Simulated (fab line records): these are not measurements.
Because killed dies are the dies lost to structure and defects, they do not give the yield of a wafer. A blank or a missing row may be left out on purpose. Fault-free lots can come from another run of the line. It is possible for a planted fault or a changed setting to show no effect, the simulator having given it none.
8D (eight disciplines) problem report, filled in by code    flow gf180mcu    the parts of the form that need people (team, actions taken, sign-off) are left out

1. PROBLEM STATEMENT
GF_V5_SOFTBAKE_10, heater-power-total-W: mean 98.66 W on 2 wafers (1 lot); fault-free wafers 93.06 W, standard deviation 0.063. That puts it +89 standard deviations away from the usual mean.
The step: time 60 s.
First observed at day 31 13:00: wafer L277.2, on litho-track-03. Wafers with a number at this step in the record: 15, from 5 lots. Rule for "out" (also "out of limits"): further than 4 standard deviations from the usual mean. The rest of the wafers with a number are treated as sound.

2. WHAT IT IS; WHAT IT IS NOT
question                     is                                  is not
which readings at this step  heater-power-total-W, run-length-s  exhaust-pa
which lots                   L277                                L263, L268, L281, L285
which wafers of those lots   L277.2, L277.3                      L277.5
read on which tools          litho-track-03                      litho-track-01, litho-track-02
when                         from day 31 13:00                   up to then (7 sound wafers); but 6 sound wafers of L281, L285 came after

3. THE SUSPECTS, EACH WITH WHAT RULES IT OUT
Counting: a tool at a process step up to the reading stays a suspect if it ran every lot that is out. Sound lots after the first of them don't rule it out here, since some wafers of a struck lot are sound.
- pecvd-03 at GF_V5_CVD_02 (deposits SiO2 from TEOS, target thk 1450 nm, time 163.28 s): kept. It ran the lot that is out, L277 (day 31 03:35); its last sound lot up to then is L268 (day 28 18:05).
- cmp-01 at GF_V5_CMP_04 (polishes SiO2): kept. It ran the lot that is out, L277 (day 31 03:45); its last sound lot up to then is L268 (day 28 18:19).
- litho-track-03 at GF_V5_SOFTBAKE_10 (time 60 s): kept. It ran the lot that is out, L277 (day 31 13:00); its last sound lot up to then is L263 (day 27 08:00). Its own readings are out on those wafers: heater-power-total-W, run-length-s.
- Within cmp-01 at GF_V5_CMP_04: the wafers that are out ran in chambers 1, 2; their sound lot-mates ran in chamber 3.
The count leaves pecvd-03 at GF_V5_CVD_02, cmp-01 at GF_V5_CMP_04, and litho-track-03 at GF_V5_SOFTBAKE_10.

4. THE CAUSE (what the simulator had put in)
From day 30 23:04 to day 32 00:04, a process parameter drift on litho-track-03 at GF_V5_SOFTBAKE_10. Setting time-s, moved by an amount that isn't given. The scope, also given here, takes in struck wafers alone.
Of the 3 suspects that counting leaves, this tool is one.

5. THE EFFECT CHAIN, in route order
One row per reading whose mean, taken over the struck wafers that have a number, lies over 3 standard deviations from the usual. Only readings for which the record gives a usual standard deviation are gone through. hours: the time from each lot's start at the first step in this table that gives one to its start at this step, as a median over the lots. sigmas: the change in usual standard deviations.
hours  step               reading               usual     on struck wafers  change  sigmas
0      GF_V5_SOFTBAKE_10  heater-power-total-W  93.06 W   98.66             +5.60   +89
0      GF_V5_SOFTBAKE_10  run-length-s          89.05 s   78.84             -10.20  -68
8      GF_V5_CD_MEAS_14   cd-nm                 259.8 nm  256.4             -3.4    -3.1
Its process steps:
- GF_V5_SOFTBAKE_10: time 60 s.
Later steps that measure or inspect, where all struck wafers having a row at the step show a number for every such reading and not one has moved that far: GF_V5_OVL_MEAS_15.

6. WHAT WOULD HAVE CAUGHT IT SOONER
The fault began at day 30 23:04; the first out-of-limits reading in this record came at day 31 13:00, 14 hours later.
